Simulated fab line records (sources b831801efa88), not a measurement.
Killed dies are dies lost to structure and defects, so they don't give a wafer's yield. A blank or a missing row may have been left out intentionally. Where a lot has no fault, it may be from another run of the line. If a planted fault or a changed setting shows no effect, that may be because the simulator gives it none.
2 desks looking at one fault | flow gf180mcu | what lay behind the numbers comes last; until then each desk has only its own

== FROM THE METROLOGY DESK ==
What the gauges read, lot by lot, whatever tool the lot ran on: means of the sampled wafers that have a number. Any lot whose mean is over 4 standard deviations away from the usual mean is out of limits and marked OUT; that distance is given in the brackets.
Columns: A = INCOMING_BOW at GF_STI_BOW_MEAS_00, usual 0 um; B = VT_IMPLANT_03_OVL at GF_VT_IMPLANT_OVL_MEAS_40, usual -0.1 nm
lot  | first seen here | A  | B
L665 | day 1 10:01     | 1  | 1.0
L666 | day 1 15:00     | 0  | -3.5
L667 | day 1 20:00     | -2 | -0.2
L668 | day 2 01:01     | -4 | 0.0
L670 | day 2 11:02     | 1  | 0.5
L674 | day 3 07:00     | 7  | 2.0
L675 | day 3 12:00     | -3 | 0.6
L676 | day 3 17:00     | -1 | -1.3
L678 | day 4 03:01     | -3 | -0.2
L679 | day 4 08:02     | 3  | 0.4
L681 | day 4 18:00     | 1  | -0.5
L682 | day 4 23:00     | -0 | 0.4
L687 | day 6 00:00     | 2  | 1.1
L688 | day 6 05:00     | 6  | -0.9
This desk found nothing out of limits on any of the 14 lots.

== THE TOOL OWNER'S DESK: implanter-02 ==
The tool's own readings at GF_DNWELL_IMPLANT_07, given as means over the sampled wafers that have a number, one for each lot that went through this tool. Any lot whose mean is over 4 standard deviations away from the usual mean is out of limits and marked OUT; that distance is given in the brackets.
Columns: A = beamEnergyKeV at GF_DNWELL_IMPLANT_07, usual 1500.0; B = doseIonsCm2 at GF_DNWELL_IMPLANT_07, usual 9.999e+12
lot  | first seen here | A      | B
L665 | day 2 18:33     | 1500.2 | 9.994e+12
L674 | day 4 17:50     | 1500.8 | 9.988e+12
L675 | day 4 22:50     | 1500.0 | 9.411e+12 (-49) OUT
L678 | day 5 14:28     | 1500.1 | 9.410e+12 (-49) OUT
This desk's verdict: out of limits on L675, L678, starting with L675 at day 4 22:50 (doseIonsCm2 at GF_DNWELL_IMPLANT_07). L665, L674: within limits.

== ALL TOGETHER ==
At day 4 22:50, on L675, L678, the tool owner's desk was in a position to raise an alarm.
Nothing out of limits was seen by the metrology desk.
The metrology desk holds a record of L675, L678, inside its limits.
Of the lots named, all ran GF_DNWELL_IMPLANT_07 on implanter-02.

== WHAT HAD BEEN PUT IN BY THE SIMULATOR ==
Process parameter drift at GF_DNWELL_IMPLANT_07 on implanter-02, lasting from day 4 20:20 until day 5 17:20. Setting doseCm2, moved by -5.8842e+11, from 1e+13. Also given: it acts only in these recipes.
Struck lots among those shown: L675, L678.
How many hours passed from the start of the fault until each desk's first out-of-limits reading: the tool owner's desk, 2.
